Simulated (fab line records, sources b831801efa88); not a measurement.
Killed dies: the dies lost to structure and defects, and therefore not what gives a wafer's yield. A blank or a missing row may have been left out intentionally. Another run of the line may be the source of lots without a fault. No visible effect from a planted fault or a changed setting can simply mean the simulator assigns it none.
fab line records :: flow sky130
[record]
  lots = 7
  wafers = 21
  lastDay = 50
route steps=708 shown VT_ADJUST_LVTN@112 VT_ADJUST_NCORE@119
lots that met no fault: from a run of the same line without faults
startH: hours from the record's opening day to when the first of the lot's shown wafers began :: waitH: hours elapsed since this lot's preceding step :: " unchanged from the row above :: L1.1+2: several wafers, shown together as one row :: - either no value or no given start :: * or withheld: withheld :: < > ~ a bound
route shown NAME@n: a module of which the file shows steps, and the number in the route of the first :: usual: the fault-free wafers' mean and standard deviation :: same: alike in all rows :: chamber/n: place in a boat :: sites: per-site readings :: _std_site: how widely they spread, as a standard deviation :: _edge_site: mean of outer sites minus mean of inner sites :: radiusMm: how far each site lies from the wafer's centre :: mask NAME#n: copy n :: behind: tool/chamber where the wafer was last shaped :: hold: why the lot was held/for how many hours/how that ended :: device: names the non-switching transistor (n, p or np) :: end of line: at the end of the route, the tests of the same wafers :: step lacking rows: just its recipe :: killed: count of dies lost to structure and defects at first sort (not the wafer's yield) :: map: per-die view of a wafer (x killed, . not killed, _ where there is no die)
set.NAME: setting as actually run; set.NAME@STEP: the setting as run at that earlier step :: model.NAME: the simulator's own value behind a step, which no gauge read
lots at some steps of the route; a table a step, a row a wafer
services: the hour from which a tool's chamber was out of use, counted from the record's first day as startH (under 0 if before that day), plus the number of hours and why
[[steps]]
[step SKY_VT_ADJUST_LVTN_EXPOSE_15]
[recipe]
  maskId = HVN_STD_DERIVED
  na = 0.6
  sourceShape = conventional
  sigmaOuter = 0.6
  polarization = unpolarized
  targetCdNm = 600
  doseMj = 163
[step SKY_VT_ADJUST_LVTN_PEB_16]
[recipe]
  tempC = withheld
  timeS = *
  resist = NOVOLAK
[step SKY_VT_ADJUST_LVTN_DEVELOP_17]
[recipe]
  resist = NOVOLAK
  developer = TMAH
  developTimeS = 60
  devTempC = 23
[step SKY_VT_ADJUST_LVTN_OVL_MEAS_18]
[usual]
  VT_ADJUST_LVTN_01_OVL = 0.9/1.4
lot.wafer: L134.3
tool: overlay-01
chamber: -
startH: 172.47
waitH: 0.1
VT_ADJUST_LVTN_01_OVL[nm]: 2.1

lot.wafer: L134.4
tool: overlay-01
chamber: -
startH: 172.47
waitH: 0.1
VT_ADJUST_LVTN_01_OVL[nm]: 1.4

lot.wafer: L134.5
tool: overlay-01
chamber: -
startH: 172.47
waitH: 0.1
VT_ADJUST_LVTN_01_OVL[nm]: 3.4

lot.wafer: L140.1
tool: overlay-02
chamber: -
startH: 240.13
waitH: 0.1
VT_ADJUST_LVTN_01_OVL[nm]: -0.8

lot.wafer: L140.3
tool: overlay-02
chamber: -
startH: 240.13
waitH: 0.1
VT_ADJUST_LVTN_01_OVL[nm]: -0.4

lot.wafer: L140.6
tool: overlay-02
chamber: -
startH: 240.13
waitH: 0.1
VT_ADJUST_LVTN_01_OVL[nm]: 0.0

lot.wafer: L141.3
tool: overlay-02
chamber: -
startH: 243.68
waitH: 0.1
VT_ADJUST_LVTN_01_OVL[nm]: 1.2

lot.wafer: L141.5
tool: overlay-02
chamber: -
startH: 243.68
waitH: 0.1
VT_ADJUST_LVTN_01_OVL[nm]: 2.0

lot.wafer: L141.6
tool: overlay-02
chamber: -
startH: 243.68
waitH: 0.1
VT_ADJUST_LVTN_01_OVL[nm]: 0.2

lot.wafer: L142.1
tool: overlay-01
chamber: -
startH: 244.26
waitH: 0.1
VT_ADJUST_LVTN_01_OVL[nm]: 0.8

lot.wafer: L142.3
tool: overlay-01
chamber: -
startH: 244.26
waitH: 0.1
VT_ADJUST_LVTN_01_OVL[nm]: 1.9

lot.wafer: L142.4
tool: overlay-01
chamber: -
startH: 244.26
waitH: 0.1
VT_ADJUST_LVTN_01_OVL[nm]: 3.0

lot.wafer: L148.1
tool: overlay-01
chamber: -
startH: 282.38
waitH: 0.1
VT_ADJUST_LVTN_01_OVL[nm]: 0.5

lot.wafer: L148.2
tool: overlay-01
chamber: -
startH: 282.38
waitH: 0.1
VT_ADJUST_LVTN_01_OVL[nm]: -0.7

lot.wafer: L148.6
tool: overlay-01
chamber: -
startH: 282.38
waitH: 0.1
VT_ADJUST_LVTN_01_OVL[nm]: 0.2

lot.wafer: L150.1
tool: overlay-02
chamber: -
startH: 294.63
waitH: 0.1
VT_ADJUST_LVTN_01_OVL[nm]: 0.7

lot.wafer: L150.5
tool: overlay-02
chamber: -
startH: 294.63
waitH: 0.1
VT_ADJUST_LVTN_01_OVL[nm]: 0.2

lot.wafer: L150.6
tool: overlay-02
chamber: -
startH: 294.63
waitH: 0.1
VT_ADJUST_LVTN_01_OVL[nm]: 0.6

lot.wafer: L151.1
tool: overlay-02
chamber: -
startH: 299.38
waitH: 0.1
VT_ADJUST_LVTN_01_OVL[nm]: 1.4

lot.wafer: L151.2
tool: overlay-02
chamber: -
startH: 299.38
waitH: 0.1
VT_ADJUST_LVTN_01_OVL[nm]: 0.4

lot.wafer: L151.5
tool: overlay-02
chamber: -
startH: 299.38
waitH: 0.1
VT_ADJUST_LVTN_01_OVL[nm]: 1.5
[step SKY_VT_ADJUST_LVTN_IMPLANT_19]
[recipe]
  species = B
  energyKev = 30
  doseCm2 = 6.5e+11
  tiltDeg = withheld
[step SKY_VT_ADJUST_LVTN_STRIP_20]
[recipe]
  chemistry = O2/N2
  powerW = 1400
  pressureMtorr = 1500
  platenTempC = withheld
  o2FlowSccm = 3000
  n2FlowSccm = 300
  overashFraction = 0.5
[usual]
  drypumpMotorCurrentA = 5.5/0.41
  n2FlowSccm = 300.0/0.82
  oesProductAu = 0.716/0.0046
  stripTimeToEndpointS = 14.18/0.041
lot.wafer: L134.3
tool: plasmaAsher-01
chamber: 1
startH: 172.68
waitH: 0.1
drypumpMotorCurrentA: 5.7
n2FlowSccm: 300.4
oesProductAu: 0.720
rfHoursCounterH: -
stripTimeToEndpointS: 14.17

lot.wafer: L134.4
tool: plasmaAsher-01
chamber: 0
startH: 172.68
waitH: 0.1
drypumpMotorCurrentA: 4.9
n2FlowSccm: 301.0
oesProductAu: 0.717
rfHoursCounterH: -
stripTimeToEndpointS: 14.15

lot.wafer: L134.5
tool: plasmaAsher-01
chamber: 0
startH: 172.68
waitH: 0.1
drypumpMotorCurrentA: 5.0
n2FlowSccm: 300.1
oesProductAu: 0.710
rfHoursCounterH: -
stripTimeToEndpointS: 14.16

lot.wafer: L140.1
tool: plasmaAsher-01
chamber: 1
startH: 240.32
waitH: 0.1
drypumpMotorCurrentA: 5.7
n2FlowSccm: 300.1
oesProductAu: 0.723
rfHoursCounterH: 13
stripTimeToEndpointS: 14.15

lot.wafer: L140.3
tool: plasmaAsher-01
chamber: 0
startH: 240.32
waitH: 0.1
drypumpMotorCurrentA: 4.9
n2FlowSccm: 299.4
oesProductAu: 0.718
rfHoursCounterH: -
stripTimeToEndpointS: 14.18

lot.wafer: L140.6
tool: plasmaAsher-01
chamber: 1
startH: 240.32
waitH: 0.1
drypumpMotorCurrentA: 5.7
n2FlowSccm: 300.4
oesProductAu: 0.714
rfHoursCounterH: -
stripTimeToEndpointS: 14.18

lot.wafer: L141.3
tool: plasmaAsher-01
chamber: 0
startH: 243.89
waitH: 0.1
drypumpMotorCurrentA: 4.9
n2FlowSccm: 298.6
oesProductAu: 0.718
rfHoursCounterH: -
stripTimeToEndpointS: 14.18

lot.wafer: L141.5
tool: plasmaAsher-01
chamber: 0
startH: 243.89
waitH: 0.1
drypumpMotorCurrentA: 4.9
n2FlowSccm: 299.1
oesProductAu: 0.722
rfHoursCounterH: -
stripTimeToEndpointS: 14.17

lot.wafer: L141.6
tool: plasmaAsher-01
chamber: 1
startH: 243.89
waitH: 0.1
drypumpMotorCurrentA: 5.7
n2FlowSccm: 299.7
oesProductAu: 0.712
rfHoursCounterH: -
stripTimeToEndpointS: 14.20

lot.wafer: L142.1
tool: plasmaAsher-01
chamber: 1
startH: 244.45
waitH: 0.1
drypumpMotorCurrentA: 5.7
n2FlowSccm: 300.0
oesProductAu: 0.720
rfHoursCounterH: 14
stripTimeToEndpointS: 14.21

lot.wafer: L142.3
tool: plasmaAsher-01
chamber: 0
startH: 244.45
waitH: 0.1
drypumpMotorCurrentA: 4.9
n2FlowSccm: 299.4
oesProductAu: 0.716
rfHoursCounterH: -
stripTimeToEndpointS: 14.18

lot.wafer: L142.4
tool: plasmaAsher-01
chamber: 1
startH: 244.45
waitH: 0.1
drypumpMotorCurrentA: 5.7
n2FlowSccm: 298.5
oesProductAu: 0.711
rfHoursCounterH: -
stripTimeToEndpointS: 14.24

lot.wafer: L148.1
tool: plasmaAsher-01
chamber: 1
startH: 282.57
waitH: 0.1
drypumpMotorCurrentA: 5.7
n2FlowSccm: 299.9
oesProductAu: 0.718
rfHoursCounterH: 18
stripTimeToEndpointS: 14.21

lot.wafer: L148.2
tool: plasmaAsher-01
chamber: 0
startH: 282.57
waitH: 0.1
drypumpMotorCurrentA: 4.9
n2FlowSccm: 300.9
oesProductAu: 0.711
rfHoursCounterH: 18
stripTimeToEndpointS: 14.22

lot.wafer: L148.6
tool: plasmaAsher-01
chamber: 0
startH: 282.57
waitH: 0.1
drypumpMotorCurrentA: 4.9
n2FlowSccm: 301.6
oesProductAu: 0.712
rfHoursCounterH: -
stripTimeToEndpointS: 14.22

lot.wafer: L150.1
tool: plasmaAsher-02
chamber: 0
startH: 294.82
waitH: 0.1
drypumpMotorCurrentA: 6.1
n2FlowSccm: 298.6
oesProductAu: 0.710
rfHoursCounterH: 48
stripTimeToEndpointS: 14.14

lot.wafer: L150.5
tool: plasmaAsher-02
chamber: 0
startH: 294.82
waitH: 0.1
drypumpMotorCurrentA: 6.1
n2FlowSccm: 299.0
oesProductAu: 0.713
rfHoursCounterH: -
stripTimeToEndpointS: 14.15

lot.wafer: L150.6
tool: plasmaAsher-02
chamber: 1
startH: 294.82
waitH: 0.1
drypumpMotorCurrentA: 5.2
n2FlowSccm: 300.1
oesProductAu: 0.710
rfHoursCounterH: -
stripTimeToEndpointS: 14.14

lot.wafer: L151.1
tool: plasmaAsher-04
chamber: 1
startH: 299.57
waitH: 0.1
drypumpMotorCurrentA: 5.2
n2FlowSccm: 300.0
oesProductAu: 0.714
rfHoursCounterH: 57
stripTimeToEndpointS: 14.13

lot.wafer: L151.2
tool: plasmaAsher-04
chamber: 0
startH: 299.57
waitH: 0.1
drypumpMotorCurrentA: 5.8
n2FlowSccm: 300.1
oesProductAu: 0.716
rfHoursCounterH: 57
stripTimeToEndpointS: 14.17

lot.wafer: L151.5
tool: plasmaAsher-04
chamber: 0
startH: 299.57
waitH: 0.1
drypumpMotorCurrentA: 5.8
n2FlowSccm: 300.2
oesProductAu: 0.715
rfHoursCounterH: -
stripTimeToEndpointS: 14.16
[step SKY_VT_ADJUST_LVTN_TW_MEAS_21]
[usual]
  VT_ADJUST_LVTN_2_TW = 187.3/1.2
lot.wafer: L134.3
tool: filmMetro-04
chamber: -
startH: 172.77
waitH: 0.1
VT_ADJUST_LVTN_2_TW: 187.2

lot.wafer: L134.4
tool: filmMetro-04
chamber: -
startH: 172.77
waitH: 0.1
VT_ADJUST_LVTN_2_TW: 185.8

lot.wafer: L134.5
tool: filmMetro-04
chamber: -
startH: 172.77
waitH: 0.1
VT_ADJUST_LVTN_2_TW: 186.6

lot.wafer: L140.1
tool: filmMetro-02
chamber: -
startH: 240.42
waitH: 0.1
VT_ADJUST_LVTN_2_TW: 188.4

lot.wafer: L140.3
tool: filmMetro-02
chamber: -
startH: 240.42
waitH: 0.1
VT_ADJUST_LVTN_2_TW: 188.4

lot.wafer: L140.6
tool: filmMetro-02
chamber: -
startH: 240.42
waitH: 0.1
VT_ADJUST_LVTN_2_TW: 189.2

lot.wafer: L141.3
tool: filmMetro-02
chamber: -
startH: 243.98
waitH: 0.1
VT_ADJUST_LVTN_2_TW: 190.0

lot.wafer: L141.5
tool: filmMetro-02
chamber: -
startH: 243.98
waitH: 0.1
VT_ADJUST_LVTN_2_TW: 189.1

lot.wafer: L141.6
tool: filmMetro-02
chamber: -
startH: 243.98
waitH: 0.1
VT_ADJUST_LVTN_2_TW: 189.7

lot.wafer: L142.1
tool: filmMetro-03
chamber: -
startH: 244.55
waitH: 0.1
VT_ADJUST_LVTN_2_TW: 187.4

lot.wafer: L142.3
tool: filmMetro-03
chamber: -
startH: 244.55
waitH: 0.1
VT_ADJUST_LVTN_2_TW: 187.1

lot.wafer: L142.4
tool: filmMetro-03
chamber: -
startH: 244.55
waitH: 0.1
VT_ADJUST_LVTN_2_TW: 186.0

lot.wafer: L148.1
tool: filmMetro-02
chamber: -
startH: 282.67
waitH: 0.1
VT_ADJUST_LVTN_2_TW: 189.4

lot.wafer: L148.2
tool: filmMetro-02
chamber: -
startH: 282.67
waitH: 0.1
VT_ADJUST_LVTN_2_TW: 188.2

lot.wafer: L148.6
tool: filmMetro-02
chamber: -
startH: 282.67
waitH: 0.1
VT_ADJUST_LVTN_2_TW: 187.4

lot.wafer: L150.1
tool: filmMetro-04
chamber: -
startH: 294.92
waitH: 0.1
VT_ADJUST_LVTN_2_TW: 187.2

lot.wafer: L150.5
tool: filmMetro-04
chamber: -
startH: 294.92
waitH: 0.1
VT_ADJUST_LVTN_2_TW: 187.4

lot.wafer: L150.6
tool: filmMetro-04
chamber: -
startH: 294.92
waitH: 0.1
VT_ADJUST_LVTN_2_TW: 187.4

lot.wafer: L151.1
tool: filmMetro-02
chamber: -
startH: 299.67
waitH: 0.1
VT_ADJUST_LVTN_2_TW: 188.0

lot.wafer: L151.2
tool: filmMetro-02
chamber: -
startH: 299.67
waitH: 0.1
VT_ADJUST_LVTN_2_TW: 187.5

lot.wafer: L151.5
tool: filmMetro-02
chamber: -
startH: 299.67
waitH: 0.1
VT_ADJUST_LVTN_2_TW: 187.7
[step SKY_VT_ADJUST_NCORE_DEHYDRATE_00]
[recipe]
  tempC = 200
  timeS = 60
[step SKY_VT_ADJUST_NCORE_HMDS_01]
[recipe]
  primeTimeS = 60
  primeTempC = 120
[step SKY_VT_ADJUST_NCORE_COAT_02]
[recipe]
  resist = NOVOLAK
  spinRpm = 3000
  resistThkNm = 1140
[step SKY_VT_ADJUST_NCORE_SOFTBAKE_03]
[recipe]
  tempC = 89.2
  timeS = 60
  resist = NOVOLAK
[step SKY_VT_ADJUST_NCORE_EXPOSE_04]
[recipe]
  maskId = LVTN_COMPLEMENT_THIN
  na = 0.6
  sourceShape = conventional
  sigmaOuter = 0.6
  polarization = unpolarized
  targetCdNm = 380
  doseMj = 139
[step SKY_VT_ADJUST_NCORE_PEB_05]
[recipe]
  tempC = withheld
  timeS = *
  resist = NOVOLAK
[usual]
  chillPlateTempC = *
  exhaustPa = 44.9/0.9
lot.wafer: L134.3
tool: lithoTrack-04
chamber: 0
startH: 193.89
waitH: -
chillPlateTempC: *
exhaustPa: 45.4

lot.wafer: L134.4
tool: lithoTrack-04
chamber: 0
startH: 193.89
waitH: -
chillPlateTempC: *
exhaustPa: 45.4

lot.wafer: L134.5
tool: lithoTrack-04
chamber: 0
startH: 193.89
waitH: -
chillPlateTempC: *
exhaustPa: 45.6

lot.wafer: L140.1
tool: lithoTrack-01
chamber: -
startH: 263.98
waitH: -
chillPlateTempC: -
exhaustPa: -

lot.wafer: L140.3
tool: lithoTrack-01
chamber: -
startH: 263.98
waitH: -
chillPlateTempC: -
exhaustPa: -

lot.wafer: L140.6
tool: lithoTrack-01
chamber: -
startH: 263.98
waitH: -
chillPlateTempC: -
exhaustPa: -

lot.wafer: L141.3
tool: lithoTrack-03
chamber: -
startH: 267.16
waitH: -
chillPlateTempC: -
exhaustPa: -

lot.wafer: L141.5
tool: lithoTrack-03
chamber: -
startH: 267.16
waitH: -
chillPlateTempC: -
exhaustPa: -

lot.wafer: L141.6
tool: lithoTrack-03
chamber: -
startH: 267.16
waitH: -
chillPlateTempC: -
exhaustPa: -

lot.wafer: L142.1
tool: lithoTrack-03
chamber: -
startH: 267.71
waitH: -
chillPlateTempC: -
exhaustPa: -

lot.wafer: L142.3
tool: lithoTrack-03
chamber: -
startH: 267.71
waitH: -
chillPlateTempC: -
exhaustPa: -

lot.wafer: L142.4
tool: lithoTrack-03
chamber: -
startH: 267.71
waitH: -
chillPlateTempC: -
exhaustPa: -

lot.wafer: L148.1
tool: lithoTrack-04
chamber: 0
startH: 308.04
waitH: -
chillPlateTempC: *
exhaustPa: 45.4

lot.wafer: L148.2
tool: lithoTrack-04
chamber: 0
startH: 308.04
waitH: -
chillPlateTempC: *
exhaustPa: 45.1

lot.wafer: L148.6
tool: lithoTrack-04
chamber: 0
startH: 308.04
waitH: -
chillPlateTempC: *
exhaustPa: 46.0

lot.wafer: L150.1
tool: lithoTrack-01
chamber: 0
startH: 320.88
waitH: -
chillPlateTempC: *
exhaustPa: 44.8

lot.wafer: L150.5
tool: lithoTrack-01
chamber: 0
startH: 320.88
waitH: -
chillPlateTempC: *
exhaustPa: 47.0

lot.wafer: L150.6
tool: lithoTrack-01
chamber: 0
startH: 320.88
waitH: -
chillPlateTempC: *
exhaustPa: 43.6

lot.wafer: L151.1
tool: lithoTrack-01
chamber: 0
startH: 325.58
waitH: -
chillPlateTempC: *
exhaustPa: 44.6

lot.wafer: L151.2
tool: lithoTrack-01
chamber: 0
startH: 325.58
waitH: -
chillPlateTempC: *
exhaustPa: 45.3

lot.wafer: L151.5
tool: lithoTrack-01
chamber: 0
startH: 325.58
waitH: -
chillPlateTempC: *
exhaustPa: 42.9
[step SKY_VT_ADJUST_NCORE_DEVELOP_06]
[recipe]
  resist = NOVOLAK
  developer = TMAH
  developTimeS = 60
  devTempC = 23
[[services]]
tool: lithoTrack-04
chamber: -
startH: 201.27
hours: -
kind: consumableReplace:filter

tool: plasmaAsher-04
chamber: -
startH: 207.68
hours: 24.5
kind: repair

tool: lithoTrack-04
chamber: -
startH: 232.29
hours: -
kind: consumableReplace:filter

tool: plasmaAsher-04
chamber: -
startH: 264.07
hours: 11.3
kind: pm

tool: plasmaAsher-04
chamber: -
startH: 317.80
hours: 1.2
kind: repair
[[key]]
[firstSign]
  step = SKY_VT_ADJUST_NCORE_PEB_05
  reading = toolRecord
  direction = missing
effect none on later readings
metAt SKY_VT_ADJUST_NCORE_PEB_05
struckWafers L140.1,L140.3,L140.6,L141.3,L141.5,L141.6,L142.1,L142.3,L142.4
sortLeftOut L140.1,L140.3,L140.6,L141.3,L141.5,L141.6,L142.1,L142.3,L142.4
testerLeftOut L140,L141,L142
[fault]
  kind = skippedStepWhole
  tool = lithoTrack-01,lithoTrack-03
  chamber = -
  onsetH = 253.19
  steps = SKY_VT_ADJUST_NCORE_PEB_05
  scope = struckLotsOnly
// testerLeftOut: of these lots the tester's yield and bins aren't shown, on N5 and GAA mostly nor the transistor test; their killed dies are dies lost to structure and defects alone, not to doping, threshold or leakage, so they don't give the yield
// sortLeftOut: the simulated sort isn't trusted on such a fault, so these wafers' sort isn't shown, and their yield isn't known
